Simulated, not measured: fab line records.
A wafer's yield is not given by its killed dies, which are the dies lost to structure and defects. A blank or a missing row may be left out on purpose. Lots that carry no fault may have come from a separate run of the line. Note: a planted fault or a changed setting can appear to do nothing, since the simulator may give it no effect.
The tool behind it: which one? + flow sky130 + Sampling: 14 lots, 42 wafers, 2 of 708 route steps

## WHAT EACH GAUGE READ, for each wafer
SKY_LDD_LDN_TW_MEAS_13. Usual: LDD_LDN_TW gives 1465 (standard deviation 7.5).
| lot  | measured     | on           | LDD_LDN_TW     | flag |
|------|--------------|--------------|----------------|------|
| L239 | day 23 00:24 | filmMetro-02 | 1465 1460 1472 |      |
| L240 | day 23 19:20 | filmMetro-01 | 1456 1461 1462 |      |
| L241 | day 24 11:53 | filmMetro-03 | 1468 1467 1478 |      |
| L243 | day 24 19:56 | filmMetro-03 | 1459 1468 1470 |      |
| L246 | day 25 11:30 | filmMetro-02 | 1465 1465 1467 |      |
| L245 | day 25 12:05 | filmMetro-02 | 1463 1473 1469 |      |
| L247 | day 26 00:34 | filmMetro-03 | 1454 1463 1462 |      |
| L250 | day 28 09:15 | filmMetro-02 | 1468 1466 1460 |      |
| L252 | day 28 09:50 | filmMetro-01 | 1533 1521 1525 | OFF  |
| L253 | day 28 10:50 | filmMetro-01 | 1471 1462 1467 |      |
| L255 | day 28 16:47 | filmMetro-01 | 1523 1523 1527 | OFF  |
| L260 | day 30 06:02 | filmMetro-03 | 1481 1477 1480 |      |
| L259 | day 30 07:26 | filmMetro-03 | 1481 1484 1473 |      |
| L262 | day 31 00:16 | filmMetro-03 | 1461 1468 1459 |      |

## EACH LOT AND THE TOOL THAT RAN IT (in order: tool; ch and the chambers of the sampled wafers; start)
| lot  | SKY_LDD_LDN_IMPLANT_08          |
|------|---------------------------------|
| L239 | implanter-03 ch 0, day 22 23:44 |
| L240 | implanter-04 ch 0, day 23 18:38 |
| L241 | implanter-04 ch 0, day 24 11:11 |
| L243 | implanter-04 ch 0, day 24 19:16 |
| L246 | implanter-03 ch 0, day 25 10:50 |
| L245 | implanter-03 ch 0, day 25 11:25 |
| L247 | implanter-03 ch 0, day 25 23:55 |
| L250 | implanter-03 ch 0, day 28 08:35 |
| L252 | implanter-04 ch 0, day 28 09:08 |
| L253 | implanter-01 ch 0, day 28 10:08 |
| L255 | implanter-04 ch 0, day 28 16:05 |
| L260 | implanter-03 ch 0, day 30 05:20 |
| L259 | implanter-03 ch 0, day 30 06:44 |
| L262 | implanter-01 ch 0, day 30 23:36 |
- SKY_LDD_LDN_IMPLANT_08

## AS READ BY THE TOOLS THEMSELVES (means over the sampled wafers that have a number; for cases with no such wafer, the mark the record gives instead)
SKY_LDD_LDN_IMPLANT_08. Usual: beamOnS 10.01 s, standard deviation 0.21; doseIonsCm2 1.2499e+13, standard deviation 1.4e+10; faradayCurrentUA 70.5, standard deviation 1.4.
| lot  | tool         | beamOnS (s) | doseIonsCm2 | faradayCurrentUA | flag |
|------|--------------|-------------|-------------|------------------|------|
| L239 | implanter-03 | 10.02       | 1.2502e+13  | 70.3             |      |
| L240 | implanter-04 | 10.07       | 1.2502e+13  | 69.9             |      |
| L241 | implanter-04 | 10.08       | 1.2487e+13  | 69.9             |      |
| L243 | implanter-04 | 10.01       | 1.2505e+13  | 70.7             |      |
| L246 | implanter-03 | 10.09       | 1.2501e+13  | 69.8             |      |
| L245 | implanter-03 | 9.91        | 1.2492e+13  | 71.1             |      |
| L247 | implanter-03 | 10.06       | 1.2499e+13  | 70.0             |      |
| L250 | implanter-03 | 9.77        | 1.2515e+13  | 72.1             |      |
| L252 | implanter-04 | 9.91        | 1.9179e+13  | 109.4            | OFF  |
| L253 | implanter-01 | 9.92        | 1.2520e+13  | 71.0             |      |
| L255 | implanter-04 | 9.98        | 1.9180e+13  | 108.5            | OFF  |
| L260 | implanter-03 | 10.11       | 1.2498e+13  | 69.8             |      |
| L259 | implanter-03 | 9.96        | 1.2501e+13  | 70.8             |      |
| L262 | implanter-01 | 9.89        | 1.2495e+13  | 71.1             |      |

## THE ANSWER, worked out from the rows above alone
Rule: a lot counts as off when the mean over its wafers that have a number is more than 3 standard deviations away from the usual mean. A lot without any number at a reading at which 4 lots or more have one is off too. Any other lot the step has rows for is counted as sound. First the gauges in route order, then the tools' own readings, where a lot's mean is used as printed above. At the first step where some lot is off, the reading lying furthest off is the one used; lots without a number count as furthest.
Off: at SKY_LDD_LDN_TW_MEAS_13 (LDD_LDN_TW), L252, L255.
If a tool, at a process step before that reading, ran all the lots that are off and no sound lot after the first of them, it fits. The gauges at SKY_LDD_LDN_TW_MEAS_13 aren't tried: what is off there is off at SKY_LDD_LDN_IMPLANT_08 too, on other tools, and a gauge's error can't cause that. One fits: implanter-04 at SKY_LDD_LDN_IMPLANT_08. A fault onset in the window from L243 (day 24 19:16, its last sound lot) to L252 (day 28 09:08, its first lot off) fits.
The tool's own readings at SKY_LDD_LDN_IMPLANT_08 bear it out: on the lots that are off they differ by more than 5 times the standard deviation of the sound lots' means. doseIonsCm2 reads 1.9180e+13 there against 1.2501e+13 on the sound lots; faradayCurrentUA reads 109.0 there against 70.5 on the sound lots.

## WHAT THE SIMULATOR HAD PUT IN
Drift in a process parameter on implanter-04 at SKY_LDD_LDN_IMPLANT_08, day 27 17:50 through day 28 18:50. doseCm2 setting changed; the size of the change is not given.
Lots struck among those shown: L252, L255. The rule given above showed the same thing.
